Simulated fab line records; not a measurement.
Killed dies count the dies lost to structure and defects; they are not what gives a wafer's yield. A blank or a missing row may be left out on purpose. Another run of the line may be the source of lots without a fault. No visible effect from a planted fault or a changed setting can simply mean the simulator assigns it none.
A lot that was struck, set against a sound lot | flow sfq_line | 20 out of 325 route steps
Sound: these wafers, L361.3, L361.5, L361.6. Struck: wafers L375.3, L375.4, L375.5. At the end, the cause is stated.
At each step with rows: each side's tool, then ch and its chambers, then its first start. Under that, the readings that differ: sound wafers | struck wafers | difference of the means | sigmas: that difference in standard deviations of wafers without a fault.
alike: readings whose means differ by less than 2 such deviations, and words and numbers that are the same on both sides. not compared: withheld readings, readings that some wafer has no value for, bounds like >300 that may hide the same value, and numbers for which the record gives no deviation and whose values overlap.
The two part at a step that has a row with sigmas, a row that says differs or no value, or rows on one side only. Numbers that have no deviation but don't overlap get no sigmas and don't part them. A reading missing from all wafers of one side parts the sides only when that side holds two or more wafers.

first, 2 steps without rows for these wafers: SFQ_TRILAYER_I0_VIA_LITHO_PEB_034 (peb time 60 s); SFQ_TRILAYER_I0_VIA_LITHO_DEVELOP_033 (time 60 s).
SFQ_I0_OVL_MEAS_908:
  struck on overlay-02, day 23 07:49; sound on overlay-01, day 18 06:36
  alike: I0_OVL
SFQ_TRILAYER_I0_VIA_BARC_OPEN_VIA_ETCH_046: etches BARC in O2, target depth 125 nm, time 41.7 s.
  sound on rie_diel-01 ch 1,2, day 18 06:37; struck on rie_diel-01 ch 0,3, day 23 07:50
  alike: drypump_motor_current_A, oes_product_au
  not compared: rf_hours_counter_h
SFQ_TRILAYER_I0_VIA_ETCH_VIA_ETCH_034: etches SiO2 in CHF3, stops on Nb, target depth 260 nm.
  sound on rie_diel-01 ch 1,2, day 18 06:40; struck on rie_diel-01 ch 0,3, day 23 07:53
  alike: drypump_motor_current_A, oes_product_au
SFQ_TRILAYER_I0_VIA_STRIP_STRIP_035: strips in O2.
  sound on rie_metal-03 ch 0,1, day 18 06:59; struck on rie_metal-04 ch 0,1, day 23 08:12
  reading                      | sound          | struck         | difference | sigmas
  he_backside_leak_sccm (sccm) | 3.62 3.57 3.67 | 3.58 6.46 3.39 | +0.86      | +3
  alike: drypump_motor_current_A, oes_product_au
  not compared: rf_hours_counter_h
then, 2 steps without rows for these wafers: SFQ_TRILAYER_I0_VIA_STRIP_SOLV_CLEAN_036 (cleans in NMP, time 600 s); SFQ_TRILAYER_M1_DEP_PRE_CLEAN_038 (time 22.5 s).
SFQ_TRILAYER_M1_DEP_SPUTTER_037: material Nb, target thk 200 nm, time 133.3 s.
  struck on pvd_sputter-05, day 23 08:48; sound on pvd_sputter-05, day 18 07:35
  alike: throttle_valve_pct
SFQ_M1_RS_MEAS_909: a four-point-probe measurement.
  struck on film_metro-02, day 23 08:56; sound on film_metro-02, day 18 07:43
  alike: M1_NB_RS
then, 1 step without rows for these wafers: SFQ_TRILAYER_M1_LITHO_COAT_044 (resist thk 62 nm).
SFQ_TRILAYER_M1_LITHO_COAT_039: resist thk 600 nm.
  sound on litho_track-01 ch 0, day 18 08:15; struck on litho_track-01 ch 0, day 23 09:28
  reading                                             | sound                | struck               | difference | sigmas
  spin_speed_rpm (rpm)                                | 2999.6 3000.6 3002.7 | 1975.4 1976.6 1975.4 | -1025.2    | -99 or more
  model.KrF_of_TRILAYER_M1_LITHO_COAT_039.thk_nm (nm) | 599.8 601.2 601      | 737.8 739.3 740.5    | +138.5     |
  alike: chill_plate_temp_C, resist_line_temp_C
then, 4 steps without rows for these wafers: SFQ_TRILAYER_M1_LITHO_SOFTBAKE_043; SFQ_TRILAYER_M1_LITHO_EXPOSE_040 (exposes mask M1, target cd 500 nm); SFQ_TRILAYER_M1_LITHO_PEB_042 (peb time 60 s); SFQ_TRILAYER_M1_LITHO_DEVELOP_041 (time 60 s).
-- the record jumps here: 7 days lie between the struck wafers' starts before and after --
SFQ_M1_OVL_MEAS_911:
  struck on overlay-01, day 29 23:16; sound on overlay-02, day 24 18:37
  alike: M1_OVL
SFQ_TRILAYER_M1_BARC_OPEN_METAL_ETCH_054: etches BARC in O2, target depth 125 nm, time 41.7 s.
  sound on rie_metal-03 ch 0,1, day 24 18:40; struck on rie_metal-02 ch 0,1, day 29 23:19
  reading                     | sound             | struck            | difference | sigmas
  drypump_motor_current_A (A) | 6.4 6.4 6.0       | 5.4 5.1 5.1       | -1.1       | -2
  model.M1.cd_nm (nm)         | 500.2 501.4 500.3 | 507.1 504.9 505.9 | +5.3       |
  alike: he_backside_leak_sccm, oes_product_au
  not compared: rf_hours_counter_h
SFQ_TRILAYER_M1_ETCH_METAL_ETCH_042: etches Nb in Cl2/Ar, stops on SiO2, target depth 240 nm, time 120 s.
  sound on rie_metal-03 ch 0,1, day 24 18:45; struck on rie_metal-02 ch 0,1, day 29 23:23
  reading                                             | sound           | struck            | difference | sigmas
  drypump_motor_current_A (A)                         | 6.4 6.4 6.0     | 5.4 5.1 5.1       | -1.1       | -2
  model.KrF_of_TRILAYER_M1_LITHO_COAT_039.thk_nm (nm) | 381 382.9 380.4 | 521.8 521.2 523.2 | +140.6     |
  model.M1.cd_nm (nm)                                 | 499.6 501.6 498 | 506.4 507.8 508.5 | +7.8       |
  alike: he_backside_leak_sccm, oes_product_au
  not compared: rf_hours_counter_h
SFQ_TRILAYER_M1_STRIP_STRIP_043: strips in O2.
  sound on rie_metal-03 ch 0,1, day 24 19:02; struck on rie_metal-02 ch 0,1, day 29 23:40
  reading                     | sound       | struck      | difference | sigmas
  drypump_motor_current_A (A) | 6.4 6.4 6.0 | 5.4 5.1 5.1 | -1.1       | -2
  alike: he_backside_leak_sccm, oes_product_au
  not compared: rf_hours_counter_h

== WHERE THEY PART ==
Earliest at SFQ_TRILAYER_I0_VIA_STRIP_STRIP_035; latest, in this record, at SFQ_TRILAYER_M1_STRIP_STRIP_043.

WHY: what had been put in by the simulator
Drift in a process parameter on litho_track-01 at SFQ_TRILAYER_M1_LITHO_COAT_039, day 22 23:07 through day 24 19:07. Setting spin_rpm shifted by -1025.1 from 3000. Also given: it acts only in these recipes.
